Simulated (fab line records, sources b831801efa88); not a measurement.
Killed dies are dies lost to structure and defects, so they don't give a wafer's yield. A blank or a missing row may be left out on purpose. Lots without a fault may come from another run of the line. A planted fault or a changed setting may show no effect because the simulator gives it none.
Which tool did it? | flow sky130 | 13 lots, 39 wafers sampled, at 1 step of a route of 708

WHAT THE GAUGES READ, wafer by wafer
SKY_NWELL_THK_MEAS_02. Usual: NWELL_OXIDATION_THK 10.01 nm, standard deviation 0.19.
lot  | measured    | on            | NWELL_OXIDATION_THK (nm) | flag
L648 | day 2 14:23 | film_metro-02 | 10.20 10.27 10.31        |
L649 | day 2 20:02 | film_metro-02 | 9.93 9.95 10.08          |
L656 | day 4 08:01 | film_metro-01 | 13.53 13.48 13.54        | OFF
L658 | day 4 18:17 | film_metro-01 | 13.83 13.90 13.88        | OFF
L662 | day 5 13:31 | film_metro-04 | 10.16 10.08 10.08        |
L663 | day 5 18:57 | film_metro-02 | 10.10 9.97 10.03         |
L664 | day 6 00:53 | film_metro-02 | 10.35 10.31 10.30        |
L665 | day 6 08:03 | film_metro-04 | 10.32 10.28 10.20        |
L666 | day 6 09:33 | film_metro-04 | 9.91 10.12 9.99          |
L668 | day 6 19:26 | film_metro-02 | 9.93 9.84 9.74           |
L669 | day 7 00:10 | film_metro-04 | 9.78 9.83 9.95           |
L670 | day 7 05:19 | film_metro-04 | 9.89 10.24 9.89          |
L671 | day 7 15:07 | film_metro-04 | 10.12 10.09 9.96         |

WHICH TOOL RAN EACH LOT (tool, then ch and the chambers of the sampled wafers, then the start)
The record holds no process step before these readings.

WHAT THE TOOLS THEMSELVES READ (means of the sampled wafers that have a number; where no wafer has one, the mark that the record gives instead)
The record holds no such reading with a usual standard deviation.

THE ANSWER, worked out from the rows above alone
Rule: a lot is off if the mean of its wafers that have a number lies more than 3 standard deviations from the usual mean. A lot without any number at a reading at which 4 lots or more have one is off too. The other lots that the step has rows for count as sound. The gauges are gone through in route order, then the tools' own readings, and for those a lot's mean is taken as printed above. The first step at which some lot is off is used, and at that step the reading that is off furthest; a lot without a number counts as furthest.
Off: L656, L658, at SKY_NWELL_THK_MEAS_02 (NWELL_OXIDATION_THK).
A tool fits if, at a process step before that reading, it ran every lot that is off, and no sound lot after the first of them. The gauges at SKY_NWELL_THK_MEAS_02 are tried like those tools. One fits: film_metro-01 at SKY_NWELL_THK_MEAS_02. It ran no sound lot before its first lot that is off in this sample, so the start can't be narrowed down.

WHAT THE SIMULATOR HAD PUT IN
Metrology matching offset: film_metro-01, from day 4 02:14 on, at SKY_NWELL_THK_MEAS_02. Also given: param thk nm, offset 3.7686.
Lots struck among those shown: L656, L658. The rule above found the same.
